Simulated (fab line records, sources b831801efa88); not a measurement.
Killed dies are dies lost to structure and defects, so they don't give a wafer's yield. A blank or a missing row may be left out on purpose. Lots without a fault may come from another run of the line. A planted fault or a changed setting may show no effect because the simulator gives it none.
fab line records | flow sky130
record lots=5 wafers=15 last_day=50
route steps=708 shown VIA2@511 METAL3@532 CAPM@537
lots that met no fault: from a run of the same line without faults
start_h: hours from the record's first day to the start of the lot's first wafer shown | wait_h: hours since the lot's step before | " the same as in the row above | L1.1+2: a row that stands for several wafers | - no value, or no start given | * or withheld: withheld | < > ~ a bound
route shown NAME@n: a module of which the file shows steps, and the number in the route of the first | usual: mean/standard deviation of fault-free wafers | same: alike in all rows | chamber/n: place in a boat | sites: the reading at each site | _std_site: their standard deviation | _edge_site: outer sites' mean less inner sites' | radius_mm: how far each site lies from the wafer's centre | mask NAME#n: copy n | behind: the tool/chamber that last shaped the wafer | hold: why the lot was held/for how many hours/how that ended | device: the transistor (n, p or np) that didn't switch | end of line: the same wafers' tests at the end of the route | a step without rows: its recipe alone | killed: dies lost to structure and defects at the first sort, not the wafer's yield | map: a wafer's dies, x killed, . not, _ none there
set.NAME: the setting as run; set.NAME@STEP: as run at that earlier step | model.NAME: the simulator's own value behind a step, which no gauge read
lots at some steps of the route; a table a step, a row a wafer
services: from which hour (start_h, from the record's first day; less than 0 if before it) a tool's chamber was out of use, for how many hours, and why
## steps
# step SKY_VIA2_DEHYDRATE_04
# recipe temp_c=200 time_s=60
# columns lot.wafer tool chamber start_h wait_h
L079.3+4+5 litho_track-03 0 878.72 12.0
L077.1+2+6 litho_track-04 0 880.02 12.6
L084.3+5+6 litho_track-03 0 904.97 11.6
L089.2+4+6 litho_track-02 0 931.15 10.6
L095.1+3+5 litho_track-04 0 982.42 11.4
# step SKY_VIA2_HMDS_05
# recipe prime_time_s=60 prime_temp_c=120
# columns lot.wafer tool chamber start_h wait_h
L079.3+4+5 litho_track-03 0 878.87 0.1
L077.1+2+6 litho_track-04 0 880.17 0.1
L084.3+5+6 litho_track-03 0 905.12 0.1
L089.2+4+6 litho_track-02 0 931.30 0.1
L095.1+3+5 litho_track-04 0 982.57 0.1
# step SKY_VIA2_COAT_06
# recipe resist=BARC temp_c=withheld time_s=withheld spin_rpm=3000 resist_thk_nm=60
# columns lot.wafer tool chamber start_h wait_h
L079.3+4+5 litho_track-03 0 879.02 0.1
L077.1+2+6 litho_track-04 0 880.32 0.1
L084.3+5+6 litho_track-03 0 905.27 0.1
L089.2+4+6 litho_track-02 0 931.45 0.1
L095.1+3+5 litho_track-04 0 982.72 0.1
# step SKY_VIA2_COAT_07
# recipe resist=KrF-thick spin_rpm=3000 resist_thk_nm=450
# columns lot.wafer tool chamber start_h wait_h
L079.3+4+5 litho_track-03 0 - -
L077.1+2+6 litho_track-04 0 - -
L084.3+5+6 litho_track-03 0 - -
L089.2+4+6 litho_track-02 0 - -
L095.1+3+5 litho_track-04 0 - -
# step SKY_VIA2_SOFTBAKE_08
# recipe temp_c=100 time_s=90 resist=KrF-thick
# columns lot.wafer tool chamber start_h wait_h
L079.3+4+5 litho_track-03 0 - -
L077.1+2+6 litho_track-04 0 - -
L084.3+5+6 litho_track-03 0 - -
L089.2+4+6 litho_track-02 0 - -
L095.1+3+5 litho_track-04 0 - -
# step SKY_VIA2_EXPOSE_09
# recipe mask_id=VIM2 na=0.8 source_shape=annular sigma_inner=0.55 sigma_outer=0.85 target_cd_nm=200 dose_mj=38
# usual focus_offset_nm=0.1/0.49
# columns lot.wafer tool chamber start_h wait_h mask focus_offset_nm
L079.3 krf_scanner-01 0 - - VIM2#0 0.1
L079.4 " 0 " " VIM2#0 0.2
L079.5 " 0 " " VIM2#0 0.4
L077.1 krf_scanner-01 0 - - VIM2#0 -0.2
L077.2 " 0 " " VIM2#0 -0.1
L077.6 " 0 " " VIM2#0 -0.5
L084.3 krf_scanner-02 0 - - VIM2#0 0.0
L084.5 " 0 " " VIM2#0 -0.5
L084.6 " 0 " " VIM2#0 0.1
L089.2 krf_scanner-02 0 - - VIM2#0 0.6
L089.4 " 0 " " VIM2#0 0.8
L089.6 " 0 " " VIM2#0 0.3
L095.1 krf_scanner-01 0 - - VIM2#0 0.6
L095.3 " 0 " " VIM2#0 0.3
L095.5 " 0 " " VIM2#0 0.4
# step SKY_VIA2_PEB_10
# recipe peb_temp_c=withheld peb_time_s=withheld resist=KrF-thick
# columns lot.wafer tool chamber start_h wait_h
L079.3+4+5 litho_track-03 0 - -
L077.1+2+6 litho_track-03 0 - -
L084.3+5+6 litho_track-03 0 - -
L089.2+4+6 litho_track-02 0 - -
L095.1+3+5 litho_track-02 0 - -
# step SKY_VIA2_DEVELOP_11
# recipe develop_time_s=60 resist=KrF-thick dev_temp_c=21
# columns lot.wafer tool chamber start_h wait_h
L079.3+4+5 litho_track-03 0 - -
L077.1+2+6 litho_track-03 0 - -
L084.3+5+6 litho_track-03 0 - -
L089.2+4+6 litho_track-02 0 - -
L095.1+3+5 litho_track-02 0 - -
# step SKY_VIA2_CD_MEAS_12
# recipe target_cd_nm=200
# usual cd_nm=200.2/1.5
# columns lot.wafer tool chamber start_h wait_h cd_nm
L079.3 cd_sem-01 - 892.71 - 194.7
L079.4 " - " " 196.0
L079.5 " - " " 197.1
L077.1 cd_sem-02 - 893.32 - 200.5
L077.2 " - " " 200.1
L077.6 " - " " 201.9
L084.3 cd_sem-01 - 918.31 - 201.6
L084.5 " - " " 200.5
L084.6 " - " " 201.7
L089.2 cd_sem-02 - 943.79 - 201.3
L089.4 " - " " 201.0
L089.6 " - " " 202.5
L095.1 cd_sem-02 - 995.42 - 199.2
L095.3 " - " " 200.3
L095.5 " - " " 201.8
# step SKY_VIA2_OVL_MEAS_13
# usual VIA2_OVL=-1/5.7
# columns lot.wafer tool chamber start_h wait_h VIA2_OVL[nm]
L079.3 overlay-01 - 892.80 0.1 -6
L079.4 " - " " 5
L079.5 " - " " -4
L077.1 overlay-02 - 893.44 0.1 2
L077.2 " - " " 1
L077.6 " - " " 0
L084.3 overlay-02 - 918.40 0.1 -1
L084.5 " - " " -3
L084.6 " - " " -1
L089.2 overlay-02 - 943.90 0.1 -7
L089.4 " - " " -7
L089.6 " - " " -9
L095.1 overlay-01 - 995.54 0.1 -3
L095.3 " - " " -3
L095.5 " - " " 0
# step SKY_VIA2_ETCH_14
# recipe chemistry=N2/H2 target=BARC ion_energy_ev=200 source_w=500 bias_w=100 pressure_mtorr=30 n2_flow_sccm=100 h2_flow_sccm=200 stop_on=SiO2 time_s=45.9 target_depth_a=600
# usual drypump_motor_current_A=5.6/0.41 h2_flow_sccm=200.0/0.56 oes_product_au=0.855/0.0049 throttle_valve_pct=13.224/0.0092
# columns lot.wafer tool chamber start_h wait_h drypump_motor_current_A h2_flow_sccm oes_product_au rf_hours_counter_h throttle_valve_pct
L079.3 rie_diel-02 3 892.83 0.0 5.1 200.3 0.855 1 13.225
L079.4 " 1 " " 5.3 198.8 0.852 7 13.220
L079.5 " 3 " " 5.1 200.1 0.850 - 13.222
L077.1 rie_diel-04 3 893.48 0.0 5.5 199.6 0.847 8 13.226
L077.2 " 2 " " 6.2 200.2 0.848 17 13.238
L077.6 " 2 " " 6.3 200.9 0.864 - 13.234
L084.3 rie_diel-02 2 918.43 0.0 5.7 200.1 0.852 10 13.218
L084.5 " 1 " " 5.3 200.8 0.852 - 13.223
L084.6 " 0 " " 5.1 200.2 0.850 - 13.230
L089.2 rie_diel-03 0 943.93 0.0 5.7 199.7 0.857 12 13.212
L089.4 " 2 " " 6.0 200.2 0.851 23 13.217
L089.6 " 1 " " 6.3 199.3 0.856 - 13.227
L095.1 rie_diel-04 0 995.58 0.0 5.5 199.1 0.852 15 13.217
L095.3 " 3 " " 5.5 199.6 0.854 12 13.232
L095.5 " 1 " " 5.3 200.1 0.856 - 13.228
# step SKY_VIA2_ETCH_15
# recipe target=SiO2 chemistry=C4F8/O2/Ar target_depth_nm=546 stop_on=TiN mask_material=KrF-thick source_w=1500 bias_w=1200 pressure_mtorr=40 c4f8_flow_sccm=withheld O2_flow_sccm=6 Ar_flow_sccm=300 time_s=84
# usual oes_product_au=0.940/0.0051
# columns lot.wafer tool chamber start_h wait_h oes_product_au rf_hours_counter_h
L079.3 rie_diel-02 3 892.87 0.0 0.947 1
L079.4 " 1 " " 0.944 8
L079.5 " 3 " " 0.939 -
L077.1 rie_diel-04 3 893.52 0.0 0.948 8
L077.2 " 2 " " 0.945 17
L077.6 " 2 " " 0.942 -
L084.3 rie_diel-02 2 918.47 0.0 0.936 10
L084.5 " 1 " " 0.941 -
L084.6 " 0 " " 0.931 -
L089.2 rie_diel-03 0 943.97 0.0 0.940 12
L089.4 " 2 " " 0.934 23
L089.6 " 1 " " 0.945 -
L095.1 rie_diel-04 0 995.62 0.0 0.940 15
L095.3 " 3 " " 0.948 12
L095.5 " 1 " " 0.946 -
# step SKY_VIA2_STRIP_16
# recipe chemistry=O2/N2 power_w=1400 pressure_mtorr=1500 platen_temp_c=withheld o2_flow_sccm=3000 n2_flow_sccm=300 overash_fraction=0.5
# usual drypump_motor_current_A=5.79/0.24 oes_product_au=0.399/0.0048 strip_time_to_endpoint_s=4.07/0.034
# columns lot.wafer tool chamber start_h wait_h drypump_motor_current_A oes_product_au rf_hours_counter_h strip_time_to_endpoint_s
L079.3 plasma_asher-03 0 892.97 0.1 6.14 0.402 - 4.02
L079.4 " 1 " " 5.76 0.404 - 4.06
L079.5 " 1 " " 5.77 0.405 - 4.03
L077.1 plasma_asher-02 1 893.58 0.0 5.66 0.402 47 3.98
L077.2 " 0 " " 5.65 0.403 47 4.03
L077.6 " 1 " " 5.69 0.395 - 4.07
L084.3 plasma_asher-02 0 918.57 0.1 5.65 0.402 - 4.07
L084.5 " 0 " " 5.65 0.405 - 4.10
L084.6 " 1 " " 5.66 0.405 - 4.09
L089.2 plasma_asher-02 0 944.04 0.0 5.66 0.403 52 4.08
L089.4 " 0 " " 5.64 0.405 - 4.16
L089.6 " 1 " " 5.65 0.391 - 4.05
L095.1 plasma_asher-03 0 995.69 0.0 6.16 0.397 24 4.00
L095.3 " 1 " " 5.76 0.386 - 3.98
L095.5 " 1 " " 5.77 0.400 - 4.04
# step SKY_VIA2_STRIP_17
# recipe chemistry=post_etch_residue_remover time_s=1200 temp_c=72.5
# columns lot.wafer tool chamber start_h wait_h
L079.3+4+5 wet_bench-03 3 893.03 0.0
L077.1+2+6 wet_bench-03 3 893.68 0.1
L084.3+5+6 wet_bench-01 1 918.63 0.0
L089.2+4+6 wet_bench-04 2 944.23 0.2
L095.1+3+5 wet_bench-04 1 995.79 0.1
# step SKY_VIA2_CLEAN_18
# recipe chemistry=IPA time_s=180 temp_c=25
# columns lot.wafer tool chamber start_h wait_h
L079.3+4+5 wet_bench-04 2 893.37 0.0
L077.1+2+6 wet_bench-01 0 894.02 0.0
L084.3+5+6 wet_bench-03 2 918.97 0.0
L089.2+4+6 wet_bench-01 0 944.57 0.0
L095.1+3+5 wet_bench-04 0 996.13 0.0
# step SKY_VIA2_CLEAN_19
# recipe chemistry=O3/DIW dry=n2_spin
# columns lot.wafer tool chamber start_h wait_h
L079.3+4+5 wet_bench-01 0 893.49 0.0
L077.1+2+6 wet_bench-03 2 894.08 0.0
L084.3+5+6 wet_bench-01 3 919.03 0.0
L089.2+4+6 wet_bench-03 3 944.64 0.0
L095.1+3+5 wet_bench-03 3 996.19 0.0
# step SKY_VIA2_SPUTTER_20
# recipe material=TiN target_thk_nm=20 chamber_pressure_pa=5 power_w=4000 time_s=80
# usual throttle_valve_pct=30.0/1
# columns lot.wafer tool chamber start_h wait_h throttle_valve_pct
L079.3 pvd_sputter-01 - 893.58 0.0 29.7
L079.4 " - " " 30.0
L079.5 " - " " 29.7
L077.1 pvd_sputter-03 - 894.18 0.0 28.0
L077.2 " - " " 30.4
L077.6 " - " " 31.2
L084.3 pvd_sputter-03 - 919.12 0.0 28.1
L084.5 " - " " 31.4
L084.6 " - " " 28.3
L089.2 pvd_sputter-01 - 944.74 0.0 29.8
L089.4 " - " " 29.5
L089.6 " - " " 30.3
L095.1 pvd_sputter-02 - 996.28 0.0 28.2
L095.3 " - " " 29.5
L095.5 " - " " 31.2
# step SKY_VIA2_CVD_21
# recipe material=W target_thk_nm=420 time_s=126.4 temp_c=400 pressure_torr=40
# usual heater_power_w=884/90
# columns lot.wafer tool chamber start_h wait_h heater_power_w
L079.3 cvd_w-01 0 893.69 0.1 772
L079.4 " 1 " " 923
L079.5 " 1 " " 910
L077.1 cvd_w-02 1 894.24 0.0 1027
L077.2 " 0 " " 905
L077.6 " 0 " " 883
L084.3 cvd_w-01 1 919.23 0.1 864
L084.5 " 0 " " 766
L084.6 " 1 " " 848
L089.2 cvd_w-02 1 944.80 0.0 1000
L089.4 " 1 " " 992
L089.6 " 0 " " 865
L095.1 cvd_w-01 0 996.34 0.0 776
L095.3 " 1 " " 850
L095.5 " 0 " " 781
# step SKY_VIA2_RS_MEAS_22
# recipe thk_meas_gauge=four-point-probe reads=W_of_VIA2_CVD_21+TiN_of_VIA2_SPUTTER_20
# usual VIA2_W_RS=0.272/0.0052
# columns lot.wafer tool chamber start_h wait_h VIA2_W_RS[ohm/sq]
L079.3 film_metro-01 - 893.81 0.1 0.280
L079.4 " - " " 0.281
L079.5 " - " " 0.280
L077.1 film_metro-02 - 894.37 0.1 0.265
L077.2 " - " " 0.269
L077.6 " - " " 0.269
L084.3 film_metro-02 - 919.36 0.1 0.282
L084.5 " - " " 0.274
L084.6 " - " " 0.282
L089.2 film_metro-02 - 944.95 0.1 0.272
L089.4 " - " " 0.272
L089.6 " - " " 0.268
L095.1 film_metro-02 - 996.47 0.1 0.274
L095.3 " - " " 0.278
L095.5 " - " " 0.277
# step SKY_VIA2_THK_MEAS_23
# recipe thk_meas_gauge=xrf reads=W_of_VIA2_CVD_21
# usual VIA2_W_THK=416/8.6
# columns lot.wafer tool chamber start_h wait_h VIA2_W_THK[nm]
L079.3 film_metro-01 - 893.91 0.1 405
L079.4 " - " " 401
L079.5 " - " " 402
L077.1 film_metro-02 - 894.49 0.1 429
L077.2 " - " " 423
L077.6 " - " " 429
L084.3 film_metro-02 - 919.46 0.1 403
L084.5 " - " " 411
L084.6 " - " " 400
L089.2 film_metro-02 - 945.06 0.1 411
L089.4 " - " " 414
L089.6 " - " " 416
L095.1 film_metro-02 - 996.59 0.1 417
L095.3 " - " " 407
L095.5 " - " " 408
# step SKY_VIA2_CMP_24
# recipe stop_on=SiO2 t_overpolish_s=20 down_force_psi=3.5 platen_rpm=60 target_thk_nm=0 pad_velocity_m_s=0.94248
# usual motor_current_A=10.8/1.3 overpolish_run_s=20.000/0.0091 time_to_endpoint_s=102/5.5
# columns lot.wafer tool chamber start_h wait_h motor_current_A overpolish_run_s time_to_endpoint_s
L079.4 cmp-01 1 894.05 0.1 10.7 20.008 104
L079.3 " 2 " " 12.1 20.010 94
L079.5 " 0 " " 12.6 19.990 104
L077.1 cmp-02 0 894.55 0.1 9.9 20.010 108
L077.2 " 2 " " 10.8 19.993 109
L077.6 " 1 " " 8.6 19.987 98
L084.3 cmp-01 3 919.60 0.1 10.3 19.994 95
L084.5 " 1 " " 10.6 20.015 104
L084.6 " 2 " " 12.3 19.992 91
L089.2 cmp-02 1 945.11 0.0 8.7 20.004 98
L089.4 " 0 " " 9.8 19.996 106
L089.6 " 2 " " 11.1 19.993 111
L095.3 cmp-01 1 996.65 0.0 11.1 20.012 103
L095.1 " 0 " " 12.6 19.997 108
L095.5 " 2 " " 12.1 19.988 96
# step SKY_METAL3_SPUTTER_00
# recipe material=Ti target_thk_nm=15 power_w=3000 time_s=10 chamber_pressure_pa=0.4
# usual throttle_valve_pct=30.0/0.7
# columns lot.wafer tool chamber start_h wait_h throttle_valve_pct
L079.3 pvd_sputter-01 - 894.25 0.1 30.9
L079.4 " - " " 29.7
L079.5 " - " " 30.4
L077.1 pvd_sputter-01 - 894.85 0.2 30.3
L077.2 " - " " 30.2
L077.6 " - " " 29.9
L084.3 pvd_sputter-01 - 919.80 0.1 30.5
L084.5 " - " " 31.0
L084.6 " - " " 30.5
L089.2 pvd_sputter-01 - 945.41 0.2 30.5
L089.4 " - " " 30.0
L089.6 " - " " 30.5
L095.1 pvd_sputter-01 - 996.95 0.1 30.8
L095.3 " - " " 30.8
L095.5 " - " " 30.5
# step SKY_METAL3_SPUTTER_01
# recipe material=TiN target_thk_nm=20 power_w=6500 time_s=16.7 chamber_pressure_pa=0.4
# usual throttle_valve_pct=30.0/0.72
# columns lot.wafer tool chamber start_h wait_h throttle_valve_pct
L079.3 pvd_sputter-01 - 894.28 0.0 31.0
L079.4 " - " " 29.6
L079.5 " - " " 30.2
L077.1 pvd_sputter-01 - 894.88 0.0 30.3
L077.2 " - " " 30.4
L077.6 " - " " 29.6
L084.3 pvd_sputter-01 - 919.82 0.0 30.4
L084.5 " - " " 30.9
L084.6 " - " " 30.5
L089.2 pvd_sputter-01 - 945.43 0.0 30.3
L089.4 " - " " 30.4
L089.6 " - " " 30.6
L095.1 pvd_sputter-01 - 996.97 0.0 30.4
L095.3 " - " " 31.0
L095.5 " - " " 30.2
# step SKY_METAL3_SPUTTER_02
# recipe material=AlCu target_thk_nm=735 power_w=10600 time_s=39.1 chamber_pressure_pa=0.4
# usual throttle_valve_pct=30.0/0.71
# columns lot.wafer tool chamber start_h wait_h throttle_valve_pct
L079.3 pvd_sputter-01 - 894.30 0.0 30.7
L079.4 " - " " 30.0
L079.5 " - " " 30.7
L077.1 pvd_sputter-01 - 894.90 0.0 30.5
L077.2 " - " " 30.3
L077.6 " - " " 29.9
L084.3 pvd_sputter-01 - 919.84 0.0 30.5
L084.5 " - " " 30.6
L084.6 " - " " 30.6
L089.2 pvd_sputter-01 - 945.46 0.0 30.6
L089.4 " - " " 30.3
L089.6 " - " " 30.3
L095.1 pvd_sputter-01 - 997.00 0.0 30.2
L095.3 " - " " 30.6
L095.5 " - " " 30.5
# step SKY_METAL3_SPUTTER_03
# recipe material=Ti target_thk_nm=5 power_w=3000 time_s=3.3 chamber_pressure_pa=0.4
# usual throttle_valve_pct=30.0/0.7
# columns lot.wafer tool chamber start_h wait_h throttle_valve_pct
L079.3 pvd_sputter-01 - 894.34 0.0 30.8
L079.4 " - " " 29.7
L079.5 " - " " 30.5
L077.1 pvd_sputter-01 - 894.94 0.0 30.7
L077.2 " - " " 30.2
L077.6 " - " " 29.6
L084.3 pvd_sputter-01 - 919.88 0.0 30.5
L084.5 " - " " 30.7
L084.6 " - " " 30.7
L089.2 pvd_sputter-01 - 945.49 0.0 30.6
L089.4 " - " " 30.5
L089.6 " - " " 30.4
L095.1 pvd_sputter-01 - 997.04 0.0 30.4
L095.3 " - " " 30.7
L095.5 " - " " 30.7
# step SKY_METAL3_SPUTTER_04
# recipe material=TiN target_thk_nm=70 power_w=6500 time_s=58.3 chamber_pressure_pa=0.4
# usual throttle_valve_pct=30.0/0.69
# columns lot.wafer tool chamber start_h wait_h throttle_valve_pct
L079.3 pvd_sputter-01 - 894.36 0.0 30.7
L079.4 " - " " 29.6
L079.5 " - " " 30.6
L077.1 pvd_sputter-01 - 894.96 0.0 30.4
L077.2 " - " " 30.4
L077.6 " - " " 29.8
L084.3 pvd_sputter-01 - 919.90 0.0 30.3
L084.5 " - " " 30.7
L084.6 " - " " 30.8
L089.2 pvd_sputter-01 - 945.51 0.0 30.6
L089.4 " - " " 30.1
L089.6 " - " " 30.4
L095.1 pvd_sputter-01 - 997.05 0.0 30.6
L095.3 " - " " 31.0
L095.5 " - " " 30.5
# step SKY_CAPM_CVD_00
# recipe material=SiO2 target_thk_nm=15.5 temp_c=400 time_s=withheld rf_w=450
# usual heater_power_w=761/100
# columns lot.wafer tool chamber start_h wait_h heater_power_w
L079.3 pecvd-04 2 894.41 0.0 895
L079.4 " 2 " " 856
L079.5 " 1 " " 853
L077.1 pecvd-02 2 895.01 0.0 721
L077.2 " 0 " " 526
L077.6 " 1 " " 797
L084.3 pecvd-01 1 919.95 0.0 912
L084.5 " 2 " " 669
L084.6 " 1 " " 900
L089.2 pecvd-02 2 945.56 0.0 639
L089.4 " 1 " " 770
L089.6 " 0 " " 546
L095.1 pecvd-02 2 997.10 0.0 691
L095.3 " 0 " " 623
L095.5 " 1 " " 826
# step SKY_CAPM_THK_MEAS_01
# recipe reads=SiO2_of_CAPM_CVD_00
# usual CAPM_CVD_00_THK=15.47/0.29
# columns lot.wafer tool chamber start_h wait_h CAPM_CVD_00_THK[nm]
L079.3 film_metro-01 - 894.45 - 15.14
L079.4 " - " " 15.19
L079.5 " - " " 15.24
L077.1 film_metro-02 - 895.03 - 15.43
L077.2 " - " " 15.11
L077.6 " - " " 15.23
L084.3 film_metro-02 - 919.99 - 16.03
L084.5 " - " " 16.05
L084.6 " - " " 16.00
L089.2 film_metro-02 - 945.59 - 15.42
L089.4 " - " " 15.36
L089.6 " - " " 15.38
L095.1 film_metro-03 - 997.12 - 15.22
L095.3 " - " " 15.65
L095.5 " - " " 15.36
# step SKY_CAPM_SPUTTER_02
# recipe material=TiN target_thk_nm=200 temp_c=300 power_w=6500 time_s=166.7 chamber_pressure_pa=0.4
# usual throttle_valve_pct=30.0/0.87
# columns lot.wafer tool chamber start_h wait_h throttle_valve_pct
L079.3 pvd_sputter-04 - 894.49 0.0 29.8
L079.4 " - " " 29.8
L079.5 " - " " 29.3
L077.1 pvd_sputter-03 - 895.09 0.1 29.9
L077.2 " - " " 30.7
L077.6 " - " " 30.3
L084.3 pvd_sputter-03 - 920.03 0.0 31.4
L084.5 " - " " 29.9
L084.6 " - " " 28.1
L089.2 pvd_sputter-04 - 945.64 0.0 29.5
L089.4 " - " " 29.5
L089.6 " - " " 29.3
L095.1 pvd_sputter-03 - 997.18 0.1 30.4
L095.3 " - " " 29.9
L095.5 " - " " 28.0
# step SKY_CAPM_RS_MEAS_03
# recipe thk_meas_gauge=four-point-probe reads=TiN_of_CAPM_SPUTTER_02
# usual CAPM_TIN_RS=6.87/0.1
# columns lot.wafer tool chamber start_h wait_h CAPM_TIN_RS[ohm/sq]
L079.3 film_metro-03 - 894.64 0.1 6.86
L079.4 " - " " 6.79
L079.5 " - " " 6.89
L077.1 film_metro-03 - 895.20 0.1 7.05
L077.2 " - " " 6.93
L077.6 " - " " 6.96
L084.3 film_metro-02 - 920.18 0.1 6.92
L084.5 " - " " 7.00
L084.6 " - " " 6.96
L089.2 film_metro-02 - 945.77 0.1 6.77
L089.4 " - " " 6.68
L089.6 " - " " 6.79
L095.1 film_metro-01 - 997.29 0.1 6.87
L095.3 " - " " 6.97
L095.5 " - " " 6.93
# step SKY_CAPM_THK_MEAS_04
# recipe thk_meas_gauge=xrf reads=TiN_of_CAPM_SPUTTER_02
# usual CAPM_TIN_THK=204.0/3
# columns lot.wafer tool chamber start_h wait_h CAPM_TIN_THK[nm]
L079.3 film_metro-03 - 894.74 0.1 205.4
L079.4 " - " " 206.9
L079.5 " - " " 203.8
L077.1 film_metro-03 - 895.32 0.1 199.4
L077.2 " - " " 202.9
L077.6 " - " " 202.1
L084.3 film_metro-02 - 920.28 0.1 201.1
L084.5 " - " " 200.5
L084.6 " - " " 202.5
L089.2 film_metro-02 - 945.88 0.1 207.4
L089.4 " - " " 210.0
L089.6 " - " " 205.7
L095.1 film_metro-01 - 997.41 0.1 203.8
L095.3 " - " " 200.5
L095.5 " - " " 202.3
# step SKY_CAPM_DEHYDRATE_05
# recipe temp_c=200 time_s=60
# columns lot.wafer tool chamber start_h wait_h
L079.3+4+5 litho_track-01 0 906.95 12.2
L077.1+2+6 litho_track-02 0 907.52 12.2
L084.3+5+6 litho_track-04 0 930.62 10.3
L089.2+4+6 litho_track-02 0 956.85 11.0
L095.1+3+5 litho_track-02 0 1008.37 11.0
# step SKY_CAPM_HMDS_06
# recipe prime_time_s=60 prime_temp_c=120
# columns lot.wafer tool chamber start_h wait_h
L079.3+4+5 litho_track-01 0 907.10 0.1
L077.1+2+6 litho_track-02 0 907.67 0.1
L084.3+5+6 litho_track-04 0 930.77 0.1
L089.2+4+6 litho_track-02 0 957.00 0.1
L095.1+3+5 litho_track-02 0 1008.52 0.1
# step SKY_CAPM_COAT_07
# recipe resist=NOVOLAK spin_rpm=3000 resist_thk_nm=1140
# columns lot.wafer tool chamber start_h wait_h
L079.3+4+5 litho_track-01 0 907.25 0.1
L077.1+2+6 litho_track-02 0 907.82 0.1
L084.3+5+6 litho_track-04 0 930.92 0.1
L089.2+4+6 litho_track-02 0 957.15 0.1
L095.1+3+5 litho_track-02 0 1008.67 0.1
# step SKY_CAPM_SOFTBAKE_08
# recipe temp_c=90 time_s=60 resist=NOVOLAK
# columns lot.wafer tool chamber start_h wait_h
L079.3+4+5 litho_track-01 0 907.40 0.1
L077.1+2+6 litho_track-02 0 907.97 0.1
L084.3+5+6 litho_track-04 0 931.07 0.1
L089.2+4+6 litho_track-02 0 957.30 0.1
L095.1+3+5 litho_track-02 0 1008.82 0.1
# step SKY_CAPM_EXPOSE_09
# recipe mask_id=CAPM na=0.6 source_shape=conventional sigma_outer=0.6 polarization=unpolarized target_cd_nm=1000 dose_mj=159
# usual focus_offset_nm=-0.1/0.53
# columns lot.wafer tool chamber start_h wait_h mask focus_offset_nm
L079.3 iline_stepper-01 0 - - CAPM#0 0.4
L079.4 " 0 " " CAPM#0 -1.2
L079.5 " 0 " " CAPM#0 0.1
L077.1 iline_stepper-01 0 - - CAPM#0 0.0
L077.2 " 0 " " CAPM#0 -0.6
L077.6 " 0 " " CAPM#0 -0.6
L084.3 iline_stepper-02 0 - - CAPM#0 0.2
L084.5 " 0 " " CAPM#0 0.3
L084.6 " 0 " " CAPM#0 0.4
L089.2 iline_stepper-01 0 - - CAPM#0 0.8
L089.4 " 0 " " CAPM#0 0.2
L089.6 " 0 " " CAPM#0 0.4
L095.1 iline_stepper-02 0 - - CAPM#0 0.3
L095.3 " 0 " " CAPM#0 0.2
L095.5 " 0 " " CAPM#0 -0.9
# step SKY_CAPM_PEB_10
# recipe temp_c=withheld time_s=* resist=NOVOLAK
# columns lot.wafer tool chamber start_h wait_h
L079.3+4+5 litho_track-01 0 - -
L077.1+2+6 litho_track-01 0 - -
L084.3+5+6 litho_track-04 0 - -
L089.2+4+6 litho_track-02 0 - -
L095.1+3+5 litho_track-01 0 - -
# step SKY_CAPM_DEVELOP_11
# recipe resist=NOVOLAK developer=TMAH develop_time_s=60 dev_temp_c=23
# columns lot.wafer tool chamber start_h wait_h
L079.3+4+5 litho_track-01 0 919.35 0.1
L077.1+2+6 litho_track-01 0 919.90 0.1
L084.3+5+6 litho_track-04 0 943.32 0.1
L089.2+4+6 litho_track-02 0 969.80 0.1
L095.1+3+5 litho_track-01 0 1020.20 0.1
# step SKY_CAPM_OVL_MEAS_12
# usual CAPM_OVL=1.0/1.4
# columns lot.wafer tool chamber start_h wait_h CAPM_OVL[nm]
L079.3 overlay-02 - 919.46 0.1 1.2
L079.4 " - " " -1.0
L079.5 " - " " -1.4
L077.1 overlay-01 - 920.05 0.1 2.5
L077.2 " - " " 2.3
L077.6 " - " " 1.0
L084.3 overlay-02 - 943.43 0.1 -0.7
L084.5 " - " " 2.6
L084.6 " - " " -0.4
L089.2 overlay-01 - 969.93 0.1 -0.9
L089.4 " - " " 1.7
L089.6 " - " " 0.1
L095.1 overlay-02 - 1020.35 0.1 2.8
L095.3 " - " " 2.8
L095.5 " - " " 1.4
# step SKY_CAPM_METAL_ETCH_13
# recipe target_depth_nm=220 stop_on=SiO2 chemistry=Cl2/BCl3 target=TiN pressure_mtorr=10 icp_w=900 bias_w=48.5 Cl2_flow_sccm=60 bcl3_flow_sccm=30 time_s=62.9
# usual drypump_motor_current_A=6.1/0.37 oes_product_au=0.944/0.0096 throttle_valve_pct=21.899/0.011
# columns lot.wafer tool chamber start_h wait_h drypump_motor_current_A oes_product_au rf_hours_counter_h throttle_valve_pct
L079.3 rie_metal-04 1 919.51 0.0 6.4 0.946 - 21.896
L079.4 " 0 " " 6.3 0.953 - 21.897
L079.5 " 0 " " 6.3 0.943 - 21.892
L077.1 rie_metal-01 0 920.09 0.0 6.0 0.929 8 21.904
L077.2 " 1 " " 6.6 0.931 18 21.903
L077.6 " 1 " " 6.6 0.936 - 21.900
L084.3 rie_metal-04 1 943.48 0.0 6.4 0.935 - 21.904
L084.5 " 0 " " 6.3 0.937 - 21.907
L084.6 " 1 " " 6.3 0.935 - 21.903
L089.2 rie_metal-04 1 969.96 0.0 6.4 0.959 9 21.894
L089.4 " 0 " " 6.4 0.959 - 21.884
L089.6 " 0 " " 6.3 0.949 - 21.882
L095.1 rie_metal-04 1 1020.39 0.0 6.4 0.954 11 21.885
L095.3 " 1 " " 6.4 0.944 - 21.908
L095.5 " 1 " " 6.4 0.943 - 21.910
## services
# columns tool chamber start_h hours kind
cmp-02 - 855.26 1.8 repair
krf_scanner-01 - 863.81 0.8 pm
wet_bench-04 - 865.64 1.3 repair
iline_stepper-01 - 867.71 1.7 pm
krf_scanner-01 - 870.71 1.3 pm
iline_stepper-01 - 874.39 2.4 repair
cmp-02 - 877.77 1.3 repair
krf_scanner-02 - 880.41 0.8 pm
iline_stepper-01 - 883.13 11.5 repair
rie_diel-03 - 883.92 0.4 repair
wet_bench-01 - 897.77 1.8 repair
cvd_w-01 - 904.00 14.0 pm
rie_diel-02 1 906.71 4.5 repair
iline_stepper-01 - 910.61 0.8 repair
rie_metal-04 - 933.27 1.9 repair
rie_metal-04 0 946.58 3.6 repair
iline_stepper-01 - 949.50 2.2 repair
cvd_w-01 - 968.14 5.3 repair
cvd_w-01 - 980.72 3.8 pm
krf_scanner-01 - 984.73 44.7 repair
rie_diel-04 1 991.38 3.7 repair
wet_bench-03 - 1006.93 1.9 pm
rie_diel-02 - 1019.62 0.9 repair
cmp-01 - 1019.92 0.7 repair
## key
fault none
